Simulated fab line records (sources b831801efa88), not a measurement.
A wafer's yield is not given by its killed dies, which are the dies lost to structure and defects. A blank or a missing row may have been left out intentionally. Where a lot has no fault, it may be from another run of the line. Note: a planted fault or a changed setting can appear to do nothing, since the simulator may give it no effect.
fab line records	flow sky130
[record] lots = 5	wafers = 15	last-day = 50
route steps=708 shown METAL2@492 VIA2@507 METAL3@532 PAD_OPEN@708
lots that met no fault: from a run of the same line without faults
start-h: the number of hours between the record's first day and the start of the first shown wafer of the lot	wait-h: hours from the lot's prior step to this one	" identical to the entry in the row above	L1.1+2: one row covering several wafers at once	- no value present, or no start provided	* or withheld: withheld	< > ~ a bound
route shown NAME@n: names a module that has steps shown in the file, with the first one's number in the route	usual: the fault-free wafers' mean and standard deviation	same: alike in all rows	chamber/n: place in a boat	sites: the reading at each site	_std_site: the values' standard deviation	_edge_site: mean of outer sites minus mean of inner sites	radius-mm: how far each site lies from the wafer's centre	mask NAME#n: copy n	behind: the most recent tool/chamber to have shaped the wafer	hold: what put the lot on hold/how long, in hours/how the hold closed	device: the n, p or np transistor that did not switch	end of line: tests of these same wafers at the route's end	for a step that has no rows: nothing shown but its recipe	killed: at the first sort, the dies lost to defects and structure; wafer yield is something else	map: the dies of a wafer, with x for killed, . for not killed, _ for no die there
set.NAME: the setting that was run; set.NAME@STEP: the one run at that earlier step	model.NAME: the simulator's own value behind a step, which no gauge read
lots at selected steps of the route; one table per step, one row per wafer
services: the hour from which a tool's chamber was out of use, counted from the record's first day as start-h (under 0 if before that day), plus the number of hours and why
[[steps]]
[step SKY_METAL2_COAT_09]
[recipe] resist = BARC	temp-c = withheld	time-s = withheld	spin-rpm = 3000	resist-thk-nm = 60
[step SKY_METAL2_COAT_10]
[recipe] resist = KrF-thick	spin-rpm = 3000	resist-thk-nm = 450
[step SKY_METAL2_SOFTBAKE_11]
[recipe] temp-c = 100	time-s = 90	resist = KrF-thick
[step SKY_METAL2_EXPOSE_12]
[recipe] mask-id = MM2	na = 0.8	source-shape = annular	sigma-inner = 0.55	sigma-outer = 0.85	target-cd-nm = 140	dose-mj = 28
[step SKY_METAL2_PEB_13]
[recipe] peb-temp-c = withheld	peb-time-s = withheld	resist = KrF-thick
[step SKY_METAL2_DEVELOP_14]
[recipe] develop-time-s = 60	resist = KrF-thick	dev-temp-c = 21
[step SKY_METAL2_CD_MEAS_15]
[recipe] target-cd-nm = 140
[usual] cd-nm = 140.3/1.4
lot.wafer	tool	chamber	start-h	wait-h	cd-nm
L165.1	cd-sem-01	-	832.21	-	139.5
L165.5	"	-	"	"	139.2
L165.6	"	-	"	"	141.4
L168.1	cd-sem-01	-	857.39	-	140.1
L168.2	"	-	"	"	140.3
L168.6	"	-	"	"	140.5
L172.3	cd-sem-01	-	889.76	-	142.4
L172.4	"	-	"	"	141.6
L172.5	"	-	"	"	141.5
L185.1	cd-sem-01	-	979.51	-	142.5
L185.2	"	-	"	"	140.4
L185.6	"	-	"	"	140.6
L184.1	cd-sem-02	-	979.77	-	140.7
L184.3	"	-	"	"	141.1
L184.5	"	-	"	"	141.3
[step SKY_METAL2_OVL_MEAS_16]
[usual] METAL2_OVL = 1/5.3
lot.wafer	tool	chamber	start-h	wait-h	METAL2_OVL[nm]
L165.1	overlay-01	-	832.33	0.1	-1
L165.5	"	-	"	"	-7
L165.6	"	-	"	"	-10
L168.1	overlay-02	-	857.51	0.1	10
L168.2	"	-	"	"	11
L168.6	"	-	"	"	10
L172.3	overlay-01	-	889.85	0.1	7
L172.4	"	-	"	"	9
L172.5	"	-	"	"	9
L185.1	overlay-01	-	979.63	0.1	0
L185.2	"	-	"	"	-1
L185.6	"	-	"	"	4
L184.1	overlay-02	-	979.89	0.1	0
L184.3	"	-	"	"	4
L184.5	"	-	"	"	-2
[step SKY_METAL2_DESCUM_17]
[recipe] chemistry = O2	source-power-w = 150	bias-power-w = 0	pressure-mtorr = 10	temp-c = 40	time-s = 8
[usual] drypump-motor-current-A = 5.5/0.53	oes-product-au = 1.004/0.0084
lot.wafer	tool	chamber	start-h	wait-h	drypump-motor-current-A	oes-product-au	rf-hours-counter-h
L165.1	rie-metal-04	1	832.37	0.0	6.0	1.007	7
L165.5	"	0	"	"	5.8	1.010	-
L165.6	"	1	"	"	6.0	1.006	-
L168.1	rie-metal-03	0	857.55	0.0	5.6	1.003	14
L168.2	"	1	"	"	4.7	1.002	4
L168.6	"	0	"	"	5.6	1.003	-
L172.3	rie-metal-04	0	889.89	0.0	5.9	1.008	-
L172.4	"	1	"	"	6.0	1.005	-
L172.5	"	1	"	"	6.0	1.003	-
L185.1	rie-metal-03	0	979.67	0.0	5.6	1.012	4
L185.2	"	1	"	"	4.7	0.998	10
L185.6	"	0	"	"	5.6	1.017	-
L184.1	rie-metal-04	0	979.93	0.0	5.9	1.000	2
L184.3	"	1	"	"	6.0	1.008	-
L184.5	"	0	"	"	5.8	1.001	-
[step SKY_METAL2_ETCH_18]
[recipe] chemistry = N2/H2	target = BARC	ion-energy-ev = 200	bias-w = 100	pressure-mtorr = 30	n2-flow-sccm = 100	h2-flow-sccm = 200	icp-w = 500	stop-on = SiO2	time-s = 45.9	target-depth-a = 600
[usual] drypump-motor-current-A = 5.5/0.53	oes-product-au = 0.854/0.0046	throttle-valve-pct = 13.225/0.0091
lot.wafer	tool	chamber	start-h	wait-h	drypump-motor-current-A	oes-product-au	rf-hours-counter-h	throttle-valve-pct
L165.1	rie-metal-04	1	832.40	0.0	6.0	0.854	7	13.219
L165.5	"	0	"	"	5.9	0.852	-	13.224
L165.6	"	1	"	"	6.0	0.858	-	13.216
L168.1	rie-metal-03	0	857.58	0.0	5.6	0.858	14	13.226
L168.2	"	1	"	"	4.7	0.862	4	13.226
L168.6	"	0	"	"	5.6	0.850	-	13.225
L172.3	rie-metal-04	0	889.93	0.0	5.9	0.853	-	13.213
L172.4	"	1	"	"	6.0	0.854	-	13.205
L172.5	"	1	"	"	6.0	0.845	-	13.223
L185.1	rie-metal-03	0	979.70	0.0	5.6	0.860	4	13.210
L185.2	"	1	"	"	4.7	0.860	10	13.235
L185.6	"	0	"	"	5.6	0.858	-	13.238
L184.1	rie-metal-04	0	979.96	0.0	5.8	0.841	2	13.238
L184.3	"	1	"	"	6.0	0.855	-	13.240
L184.5	"	0	"	"	5.8	0.855	-	13.233
[step SKY_METAL2_METAL_ETCH_19]
[recipe] target-depth-a = 3600	stop-on = SiO2	over-etch-frac = 0.3	time-s = 78	chemistry = Cl2/BCl3	resist-sidewall-deg = 88	pressure-mtorr = 10	icp-w = 900	bias-w = 48.5	Cl2_flow_sccm = 60	bcl3-flow-sccm = 30
[step SKY_METAL2_STRIP_20]
[recipe] chemistry = O2/N2	power-w = 1400	pressure-mtorr = 1500	platen-temp-c = withheld	o2-flow-sccm = 3000	n2-flow-sccm = 300	overash-fraction = 0.5
[step SKY_METAL2_STRIP_21]
[recipe] chemistry = post-etch-residue-remover	time-s = 1200	temp-c = 72.5
[usual] bath-guard-temp-C = 72.7/0.36
lot.wafer	tool	chamber	start-h	wait-h	bath-guard-temp-C
L165.1	wet-bench-02	3	832.65	0.1	73.2
L165.5	"	3	"	"	73.1
L165.6	"	3	"	"	73.0
L168.1	wet-bench-02	0	857.83	0.1	72.3
L168.2	"	0	"	"	72.5
L168.6	"	0	"	"	72.7
L172.3	wet-bench-01	2	890.16	0.0	72.8
L172.4	"	2	"	"	72.9
L172.5	"	2	"	"	72.9
L185.1	wet-bench-02	1	979.95	0.1	72.6
L185.2	"	1	"	"	72.6
L185.6	"	1	"	"	73.1
L184.1	wet-bench-01	2	980.21	0.1	72.6
L184.3	"	2	"	"	72.5
L184.5	"	2	"	"	72.6
[step SKY_METAL2_CLEAN_22]
[recipe] chemistry = IPA	time-s = 180	temp-c = 25
[step SKY_METAL2_CLEAN_23]
[recipe] chemistry = O3/DIW	dry = n2-spin
[step SKY_VIA2_HDPCVD_00]
[recipe] material = SiO2	target-thk-nm = 1180	sigma-open-frac = 0.3	time-s = 196.7	temp-c = 400	sih4-flow-sccm = 60	pressure-mtorr = 6
[step SKY_VIA2_THK_MEAS_01]
[recipe] reads = SiO2_of_VIA2_HDPCVD_00
[usual] VIA2_HDPCVD_THK = 1176/13
lot.wafer	tool	chamber	start-h	wait-h	VIA2_HDPCVD_THK[nm]
L165.1	film-metro-03	-	833.27	0.1	1162
L165.5	"	-	"	"	1165
L165.6	"	-	"	"	1148
L168.1	film-metro-03	-	858.46	0.1	1156
L168.2	"	-	"	"	1158
L168.6	"	-	"	"	1159
L172.3	film-metro-03	-	890.80	0.1	1164
L172.4	"	-	"	"	1158
L172.5	"	-	"	"	1168
L185.1	film-metro-04	-	980.57	0.1	1177
L185.2	"	-	"	"	1182
L185.6	"	-	"	"	1168
L184.1	film-metro-01	-	980.88	0.1	1173
L184.3	"	-	"	"	1173
L184.5	"	-	"	"	1174
[step SKY_VIA2_CMP_02]
[recipe] material = SiO2	down-force-psi = 4	platen-rpm = 60	pad-velocity-m-s = 0.94248
[usual] motor-current-A = 12.4/1.5
lot.wafer	tool	chamber	start-h	wait-h	motor-current-A
L165.1	cmp-01	0	833.43	0.1	12.6
L165.5	"	2	"	"	12.1
L165.6	"	3	"	"	14.2
L168.2	cmp-02	2	858.52	0.0	10.5
L168.1	"	0	"	"	13.7
L168.6	"	3	"	"	10.6
L172.4	cmp-01	0	890.84	0.0	12.8
L172.3	"	3	"	"	14.5
L172.5	"	0	"	"	12.5
L185.1	cmp-01	2	980.73	0.1	12.7
L185.2	"	3	"	"	14.5
L185.6	"	0	"	"	12.5
L184.1	cmp-02	1	980.94	0.1	10.9
L184.3	"	2	"	"	9.5
L184.5	"	2	"	"	9.6
[step SKY_VIA2_BOW_MEAS_03]
[recipe] mode = bow
[usual] VIA2_BOW = 87/6.9
lot.wafer	tool	chamber	start-h	wait-h	VIA2_BOW[um]
L165.1	film-metro-03	-	833.63	0.1	86
L165.5	"	-	"	"	85
L165.6	"	-	"	"	89
L168.1	film-metro-01	-	858.82	0.1	90
L168.2	"	-	"	"	88
L168.6	"	-	"	"	81
L172.3	film-metro-04	-	891.18	0.1	84
L172.4	"	-	"	"	83
L172.5	"	-	"	"	104
L185.1	film-metro-04	-	980.93	0.1	85
L185.2	"	-	"	"	89
L185.6	"	-	"	"	95
L184.1	film-metro-01	-	981.24	0.2	77
L184.3	"	-	"	"	87
L184.5	"	-	"	"	77
[step SKY_VIA2_DEHYDRATE_04]
[recipe] temp-c = 200	time-s = 60
[step SKY_VIA2_HMDS_05]
[recipe] prime-time-s = 60	prime-temp-c = 120
[step SKY_VIA2_COAT_06]
[recipe] resist = BARC	temp-c = withheld	time-s = withheld	spin-rpm = 3000	resist-thk-nm = 60
[step SKY_VIA2_COAT_07]
[recipe] resist = KrF-thick	spin-rpm = 3000	resist-thk-nm = 450
[step SKY_VIA2_SOFTBAKE_08]
[recipe] temp-c = 100	time-s = 90	resist = KrF-thick
[step SKY_VIA2_EXPOSE_09]
[recipe] mask-id = VIM2	na = 0.8	source-shape = annular	sigma-inner = 0.55	sigma-outer = 0.85	target-cd-nm = 200	dose-mj = 38
[step SKY_VIA2_PEB_10]
[recipe] peb-temp-c = withheld	peb-time-s = withheld	resist = KrF-thick
[step SKY_VIA2_DEVELOP_11]
[recipe] develop-time-s = 60	resist = KrF-thick	dev-temp-c = 21
[step SKY_VIA2_CD_MEAS_12]
[recipe] target-cd-nm = 200
[usual] cd-nm = 199.9/1.3
lot.wafer	tool	chamber	start-h	wait-h	cd-nm
L165.1	cd-sem-02	-	859.39	-	200.9
L165.5	"	-	"	"	200.5
L165.6	"	-	"	"	199.9
L168.1	cd-sem-01	-	884.87	-	200.1
L168.2	"	-	"	"	200.1
L168.6	"	-	"	"	200.6
L172.3	cd-sem-02	-	915.73	-	198.7
L172.4	"	-	"	"	198.7
L172.5	"	-	"	"	199.2
L185.1	cd-sem-02	-	1004.32	-	200.6
L185.2	"	-	"	"	200.5
L185.6	"	-	"	"	199.7
L184.1	cd-sem-02	-	1004.59	-	201.8
L184.3	"	-	"	"	202.8
L184.5	"	-	"	"	200.4
[step SKY_VIA2_OVL_MEAS_13]
[usual] VIA2_OVL = -2/6
lot.wafer	tool	chamber	start-h	wait-h	VIA2_OVL[nm]
L165.1	overlay-01	-	859.51	0.1	-8
L165.5	"	-	"	"	-4
L165.6	"	-	"	"	-1
L168.1	overlay-02	-	884.99	0.1	-3
L168.2	"	-	"	"	-7
L168.6	"	-	"	"	-6
L172.3	overlay-01	-	915.82	0.1	2
L172.4	"	-	"	"	4
L172.5	"	-	"	"	-2
L185.1	overlay-01	-	1004.44	0.1	-3
L185.2	"	-	"	"	1
L185.6	"	-	"	"	-4
L184.1	overlay-01	-	1004.71	0.1	6
L184.3	"	-	"	"	0
L184.5	"	-	"	"	1
[step SKY_VIA2_ETCH_14]
[recipe] chemistry = N2/H2	target = BARC	ion-energy-ev = 200	source-w = 500	bias-w = 100	pressure-mtorr = 30	n2-flow-sccm = 100	h2-flow-sccm = 200	stop-on = SiO2	time-s = 45.9	target-depth-a = 600
[step SKY_VIA2_ETCH_15]
[recipe] target = SiO2	chemistry = C4F8/O2/Ar	target-depth-nm = 546	stop-on = TiN	mask-material = KrF-thick	source-w = 1500	bias-w = 1200	pressure-mtorr = 40	c4f8-flow-sccm = withheld	O2_flow_sccm = 6	Ar_flow_sccm = 300	time-s = 84
[step SKY_VIA2_STRIP_16]
[recipe] chemistry = O2/N2	power-w = 1400	pressure-mtorr = 1500	platen-temp-c = withheld	o2-flow-sccm = 3000	n2-flow-sccm = 300	overash-fraction = 0.5
[usual] drypump-motor-current-A = 5.7/0.52	o2-flow-sccm = 2999/7.9	oes-product-au = 0.398/0.0051	strip-time-to-endpoint-s = 4.047/0.027
lot.wafer	tool	chamber	start-h	wait-h	drypump-motor-current-A	o2-flow-sccm	oes-product-au	rf-hours-counter-h	strip-time-to-endpoint-s
L165.1	plasma-asher-04	0	859.65	0.0	6.0	3000	0.403	43	4.047
L165.5	"	0	"	"	6.0	2990	0.402	-	4.059
L165.6	"	1	"	"	5.4	2985	0.401	-	4.068
L168.1	plasma-asher-01	0	885.13	0.0	6.3	3016	0.406	13	4.026
L168.2	"	1	"	"	4.8	3000	0.397	13	4.048
L168.6	"	0	"	"	6.3	3008	0.400	-	4.066
L172.3	plasma-asher-04	0	915.99	0.1	6.0	2992	0.400	-	4.089
L172.4	"	1	"	"	5.4	2993	0.402	-	4.060
L172.5	"	0	"	"	6.0	2996	0.398	-	4.084
L185.1	plasma-asher-01	0	1004.58	0.0	6.3	3001	0.400	25	4.033
L185.2	"	1	"	"	4.8	2995	0.399	25	4.018
L185.6	"	0	"	"	6.3	2995	0.400	-	4.018
L184.1	plasma-asher-02	0	1004.85	0.0	6.3	2998	0.402	121	4.037
L184.3	"	0	"	"	6.2	2999	0.400	-	4.064
L184.5	"	0	"	"	6.2	3000	0.405	-	4.065
[step SKY_VIA2_STRIP_17]
[recipe] chemistry = post-etch-residue-remover	time-s = 1200	temp-c = 72.5
[step SKY_VIA2_CLEAN_18]
[recipe] chemistry = IPA	time-s = 180	temp-c = 25
[step SKY_VIA2_CLEAN_19]
[recipe] chemistry = O3/DIW	dry = n2-spin
[step SKY_VIA2_SPUTTER_20]
[recipe] material = TiN	target-thk-nm = 20	chamber-pressure-pa = 5	power-w = 4000	time-s = 80
[usual] throttle-valve-pct = 30.4/1.4
lot.wafer	tool	chamber	start-h	wait-h	throttle-valve-pct
L165.1	pvd-sputter-02	-	860.25	0.0	29.7
L165.5	"	-	"	"	30.0
L165.6	"	-	"	"	30.1
L168.1	pvd-sputter-04	-	885.72	0.0	32.5
L168.2	"	-	"	"	30.3
L168.6	"	-	"	"	31.8
L172.3	pvd-sputter-03	-	916.55	0.0	28.2
L172.4	"	-	"	"	31.1
L172.5	"	-	"	"	28.2
L185.1	pvd-sputter-04	-	1005.22	0.0	31.7
L185.2	"	-	"	"	30.5
L185.6	"	-	"	"	28.3
L184.1	pvd-sputter-02	-	1005.45	0.0	31.0
L184.3	"	-	"	"	30.1
L184.5	"	-	"	"	29.8
[step SKY_VIA2_CVD_21]
[recipe] material = W	target-thk-nm = 420	time-s = 126.4	temp-c = 400	pressure-torr = 40
[step SKY_VIA2_RS_MEAS_22]
[recipe] thk-meas-gauge = four-point-probe	reads = W_of_VIA2_CVD_21+TiN_of_VIA2_SPUTTER_20
[usual] VIA2_W_RS = 0.2710/0.003
lot.wafer	tool	chamber	start-h	wait-h	VIA2_W_RS[ohm/sq]
L165.1	film-metro-04	-	860.44	0.1	0.2731
L165.5	"	-	"	"	0.2732
L165.6	"	-	"	"	0.2738
L168.1	film-metro-03	-	885.92	0.1	0.2785
L168.2	"	-	"	"	0.2733
L168.6	"	-	"	"	0.2768
L172.3	film-metro-03	-	916.78	0.1	0.2761
L172.4	"	-	"	"	0.2730
L172.5	"	-	"	"	0.2738
L185.1	film-metro-04	-	1005.41	0.1	0.2666
L185.2	"	-	"	"	0.2696
L185.6	"	-	"	"	0.2699
L184.1	film-metro-01	-	1005.65	0.1	0.2689
L184.3	"	-	"	"	0.2681
L184.5	"	-	"	"	0.2694
[step SKY_VIA2_THK_MEAS_23]
[recipe] thk-meas-gauge = xrf	reads = W_of_VIA2_CVD_21
[usual] VIA2_W_THK = 416/5.1
lot.wafer	tool	chamber	start-h	wait-h	VIA2_W_THK[nm]
L165.1	film-metro-04	-	860.56	0.1	418
L165.5	"	-	"	"	416
L165.6	"	-	"	"	416
L168.1	film-metro-03	-	886.04	0.1	399
L168.2	"	-	"	"	409
L168.6	"	-	"	"	406
L172.3	film-metro-03	-	916.88	0.1	412
L172.4	"	-	"	"	416
L172.5	"	-	"	"	411
L185.1	film-metro-04	-	1005.53	0.1	427
L185.2	"	-	"	"	420
L185.6	"	-	"	"	419
L184.1	film-metro-01	-	1005.77	0.1	418
L184.3	"	-	"	"	418
L184.5	"	-	"	"	417
[step SKY_VIA2_CMP_24]
[recipe] stop-on = SiO2	t-overpolish-s = 20	down-force-psi = 3.5	platen-rpm = 60	target-thk-nm = 0	pad-velocity-m-s = 0.94248
[step SKY_METAL3_SPUTTER_00]
[recipe] material = Ti	target-thk-nm = 15	power-w = 3000	time-s = 10	chamber-pressure-pa = 0.4
[step SKY_METAL3_SPUTTER_01]
[recipe] material = TiN	target-thk-nm = 20	power-w = 6500	time-s = 16.7	chamber-pressure-pa = 0.4
[step SKY_PAD_OPEN_PROBE_99]
[usual] defect-limited-yield = 82.6/1.8	killed_at_M0_to_M3 = 44/6.3	killed_at_M4_up = 2.8/1.7	killed-at-contacts = 25/5.8	killed-at-front-end = 14/4.4	killed-at-other = 0.3/0.49	killed-dies = 86/8.7	killed-open = 48/5.8	killed-short = 38/6	sort_bin_3_pad_short = 0.8/0.39	sort_bin_5_function = 10.4/1.4	sort_bin_6_memory = 6.2/1.1	sort-n-pass = 406/8.7	sort-yield-pct = 82.6/1.8
[same] gross-dies = 492	killed-at-back-side = 0	sort_bin_4_leakage[%] = 0	sort_bin_8_speed[%] = 0
lot.wafer	tool	chamber	start-h	wait-h	hold	defect-limited-yield[%]	killed_at_M0_to_M3	killed_at_M4_up	killed-at-contacts	killed-at-front-end	killed-at-other	killed-dies	killed-open	killed-short	sort_bin_3_pad_short[%]	sort_bin_5_function[%]	sort_bin_6_memory[%]	sort-n-pass	sort-yield-pct[%]	model.etest.tester.sort-n-pass	model.etest.tester.sort-yield-pct	model.etest.tester.sort_bin_5_pct	model.etest.tester.sort_bin_3_pct
L165.1	prober-01	-	1084.84	0.1	-	84.1	44	3	20	10	1	78	43	35	0.6	9.6	5.7	414	84.1	414	84.15	9.553	0.6098
L165.5	prober-01	-	1085.04	0.2	-	83.7	47	2	20	11	0	80	53	27	0.4	8.7	7.1	412	83.7	412	83.74	8.74	0.4065
L165.6	prober-01	-	1085.09	0.2	-	82.7	38	1	30	16	0	85	42	43	0.2	10.2	6.9	407	82.7	407	82.72	10.16	0.2033
L168.1	prober-01	-	1104.93	0.1	-	83.3	41	4	26	11	0	82	43	39	1.0	11.0	4.7	410	83.3	410	83.33	10.98	1.016
L168.2	prober-01	-	1104.98	0.1	-	84.1	48	2	20	7	1	78	46	32	0.8	7.9	7.1	414	84.1	414	84.15	7.927	0.813
L168.6	prober-01	-	1105.18	0.2	-	83.9	41	4	20	14	0	79	46	33	0.4	10.8	4.9	413	83.9	413	83.94	10.77	0.4065
L172.3	prober-01	-	1128.02	0.2	-	81.9	42	3	33	11	0	89	53	36	1.0	10.4	6.7	403	81.9	403	81.91	10.37	1.016
L172.4	prober-01	-	1128.07	0.2	-	80.9	34	8	38	14	0	94	53	41	1.0	12.0	6.1	398	80.9	398	80.89	11.99	1.016
L172.5	prober-01	-	1128.12	0.2	-	81.3	48	1	31	12	0	92	57	35	0.6	11.8	6.3	400	81.3	400	81.3	11.79	0.6098
L185.1	prober-01	-	1195.15	0.1	await-dispo/1.6h/release	70.5	105	3	23	13	1	145	38	46	3.3	19.3	6.9	347	70.5	347	70.53	19.31	3.252
L185.2	prober-01	-	1195.20	0.1	await-dispo/1.6h/release	74.0	95	1	19	13	0	128	50	24	4.5	15.2	6.3	364	74.0	364	73.98	15.24	4.472
L185.6	prober-01	-	1195.40	0.2	await-dispo/1.6h/release	73.6	97	6	16	11	0	130	36	36	3.5	17.7	5.3	362	73.6	362	73.58	17.68	3.455
L184.1	prober-02	-	1195.46	0.1	-	82.7	48	2	25	10	0	85	43	42	1.4	9.8	6.1	407	82.7	407	82.72	9.756	1.423
L184.3	prober-02	-	1195.56	0.2	-	84.3	41	3	19	13	1	77	44	33	0.6	7.9	7.1	415	84.3	415	84.35	7.927	0.6098
L184.5	prober-02	-	1195.66	0.2	-	82.1	45	4	27	12	0	88	47	41	1.4	11.6	4.9	404	82.1	404	82.11	11.59	1.423
// killed by level:class
L165.1 VIA1:geometric-particle:open=9 CONTACT:geometric-particle:open=8 VIA2:geometric-particle:open=7 VIA3:geometric-particle:open=6 VIA2:geometric-particle:short=6 CONTACT:geometric-particle:short=5 VIA1:geometric-particle:short=5 FIELD_ISO:geometric-particle:open=4
L165.5 VIA1:geometric-particle:open=13 VIA2:geometric-particle:open=11 LI_CONTACT:geometric-particle:open=9 CONTACT:geometric-particle:open=5 METAL2:geometric-particle:short=5 VIA3:geometric-particle:open=5 POLY_CUT:geometric-particle:open=3 LOCAL_INTERCONNECT:geometric-particle:short=3
L165.6 CONTACT:geometric-particle:open=10 VIA1:geometric-particle:open=9 LOCAL_INTERCONNECT:geometric-particle:short=6 METAL1:geometric-particle:short=6 LI_CONTACT:geometric-particle:short=5 VIA2:geometric-particle:open=5 METAL3:geometric-particle:short=5 FIELD_ISO:geometric-particle:open=4
L168.1 CONTACT:geometric-particle:open=12 VIA3:geometric-particle:open=9 LI_CONTACT:geometric-particle:open=6 LOCAL_INTERCONNECT:geometric-particle:short=5 VIA1:geometric-particle:open=5 VIA1:geometric-particle:short=5 METAL2:geometric-particle:short=5 VIA2:geometric-particle:open=5
L168.2 CONTACT:geometric-particle:open=7 METAL1:geometric-particle:short=7 VIA3:geometric-particle:open=7 LI_CONTACT:geometric-particle:open=6 VIA1:geometric-particle:open=5 METAL2:geometric-particle:short=5 VIA2:geometric-particle:open=5 VIA3:geometric-particle:short=5
L168.6 VIA1:geometric-particle:open=11 VIA3:geometric-particle:open=9 CONTACT:geometric-particle:short=6 FIELD_ISO:geometric-particle:open=4 METAL2:geometric-particle:short=4 POLY_GATE:geometric-particle:open=4 LI_CONTACT:geometric-particle:open=4 CONTACT:geometric-particle:open=4
L172.3 LI_CONTACT:geometric-particle:open=11 CONTACT:geometric-particle:open=11 VIA3:geometric-particle:open=9 CONTACT:geometric-particle:short=7 VIA1:geometric-particle:open=7 VIA2:geometric-particle:open=6 VIA1:geometric-particle:short=5 METAL1:geometric-particle:short=5
L172.4 LI_CONTACT:geometric-particle:open=15 VIA1:geometric-particle:open=9 CONTACT:geometric-particle:open=8 METAL4:geometric-particle:short=8 CONTACT:geometric-particle:short=7 VIA2:geometric-particle:open=6 VIA3:geometric-particle:open=5 LOCAL_INTERCONNECT:geometric-particle:short=5
L172.5 VIA1:geometric-particle:open=13 CONTACT:geometric-particle:open=11 VIA3:geometric-particle:open=9 CONTACT:geometric-particle:short=6 METAL2:geometric-particle:short=5 LI_CONTACT:geometric-particle:open=5 LOCAL_INTERCONNECT:geometric-particle:short=5 VIA2:geometric-particle:open=5
L185.1 METAL2:unspecified=61 METAL1:geometric-particle:short=11 VIA1:geometric-particle:short=8 LI_CONTACT:geometric-particle:open=6 CONTACT:geometric-particle:open=6 VIA1:geometric-particle:open=6 POLY_GATE:geometric-particle:open=5 VIA2:geometric-particle:short=5
L185.2 METAL2:unspecified=54 VIA3:geometric-particle:open=12 CONTACT:geometric-particle:open=11 VIA1:geometric-particle:open=11 METAL1:geometric-particle:short=5 VIA2:geometric-particle:open=4 LI_CONTACT:geometric-particle:open=3 METAL2:geometric-particle:short=3
L185.6 METAL2:unspecified=58 CONTACT:geometric-particle:open=9 VIA1:geometric-particle:open=7 VIA1:geometric-particle:short=6 METAL4:geometric-particle:short=6 VIA2:geometric-particle:short=5 VIA2:geometric-particle:open=4 METAL2:geometric-particle:short=4
L184.1 VIA1:geometric-particle:open=13 CONTACT:geometric-particle:open=9 LOCAL_INTERCONNECT:geometric-particle:short=6 CONTACT:geometric-particle:short=6 METAL2:geometric-particle:short=6 VIA2:geometric-particle:open=5 METAL3:geometric-particle:short=5 LI_CONTACT:geometric-particle:open=4
L184.3 VIA3:geometric-particle:open=9 VIA1:geometric-particle:open=8 VIA2:geometric-particle:open=7 CONTACT:geometric-particle:open=6 LI_CONTACT:geometric-particle:open=5 VIA1:geometric-particle:short=5 POLY_GATE:geometric-particle:short=4 CONTACT:geometric-particle:short=4
L184.5 CONTACT:geometric-particle:open=13 VIA1:geometric-particle:open=9 VIA3:geometric-particle:open=9 CONTACT:geometric-particle:short=7 METAL1:geometric-particle:short=5 VIA1:geometric-particle:short=5 VIA3:geometric-particle:short=5 FIELD_ISO:geometric-particle:short=4
// map L185.1 (x killed, . not)
__________..x...x..._________
________.x.........x.x_______
______.....x.x........x._____
_____.....x.........x....____
____.....x.x....x.........___
___...xx...............xx..__
__.x....x..................._
_...x.........x.x...........x
_x..xxx.....x.x.x..xx.x...xx.
_......x.x.x.x..x...x........
_...x.x......x........x......
_..xxxx......x......x.....x.x
_.......x...x...x...........x
_x......x..x...xxx..xx..x....
_........x.xxx.xx.........x..
__........x.xxxxxxxx......xx_
___..x.....xxxxxxxx...x..x.__
____..x.xxxxxxxxxxx.....x.___
_____x.xxxxxxxxxxxxx.....____
______...x.xxxxxxxxx...x_____
________..xxxxxxxxx..._______
__________....xx...x_________
// map L165.6 (x killed, . not)
__________.......x.._________
________..xx...x......_______
______.......x...xx..x.._____
_____.x...x.......x......____
____.xx......x...x........___
___x....x....x.......x...x.__
__..x....x....x...x........x_
_x......xx..x..x......x.x....
_.......x.......x.......x..x.
_.xx..............x....xx.x..
_................x.x..xx.x...
_..x..........x.....x.......x
_....xx............xx....x...
_..x...x.....x...........x...
_.x..x.x........x...........x
__......x....x.............._
___..............xx......x.__
____...x..x....x...x......___
_____....x...............____
______.......xx.xx......_____
________.x.....x..x..._______
__________..xx.....x_________
[[services]]
tool	chamber	start-h	hours	kind
cmp-02	-	809.96	1.1	repair
cmp-02	-	834.17	0.7	repair
plasma-asher-02	-	837.83	1.2	repair
plasma-asher-04	-	837.98	1.5	repair
pvd-sputter-04	-	838.53	7.8	repair
plasma-asher-01	-	844.24	4.9	repair
plasma-asher-01	-	850.59	5.1	repair
pvd-sputter-03	-	854.45	6.5	repair
plasma-asher-02	-	859.40	1.2	repair
cmp-02	-	864.27	1.7	repair
wet-bench-02	-	871.71	1.5	repair
cmp-01	-	874.33	4.6	pm
rie-metal-03	0	883.55	-	clean
rie-metal-04	1	896.64	3.8	repair
cmp-02	-	898.17	2.1	repair
rie-metal-04	0	911.39	-	clean
rie-metal-04	0	911.39	16.2	scheduled-down
rie-metal-04	0	911.39	16.2	vent-cycle
cmp-01	-	912.28	4.0	pm
cmp-01	-	917.64	2.4	repair
cmp-01	-	920.45	1.3	repair
cmp-01	-	932.30	0.8	repair
plasma-asher-01	-	944.42	5.5	repair
cmp-01	-	949.94	2.2	repair
[[key]]
[first-sign] step = SKY_PAD_OPEN_PROBE_99	reading = killed_at_M0_to_M3	direction = up	sigmas = 8.7	usual = 44	struck = 99
[effect] step = SKY_PAD_OPEN_PROBE_99	reading = sort_bin_3_pad_short	direction = up	sigmas = 7.3	usual = 0.8	struck = 3.7
[model-effect] step = SKY_PAD_OPEN_PROBE_99	value = etest.tester.sort-n-pass	without = 409	struck = 357.7
met-at SKY_METAL2_STRIP_21
struck-wafers L185.1,L185.2,L185.6
also-fits SKY_METAL2_DESCUM_17:rie-metal-03,SKY_METAL2_ETCH_18:rie-metal-03,SKY_VIA2_CMP_02:cmp-01,SKY_VIA2_STRIP_16:plasma-asher-01
[fault] kind = chamber-particle-source	tool = wet-bench-02	chamber = 1	onset-h = 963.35	steps = SKY_METAL2_STRIP_21	rate-per-visit-cm2 = 1.067	end-h = 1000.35
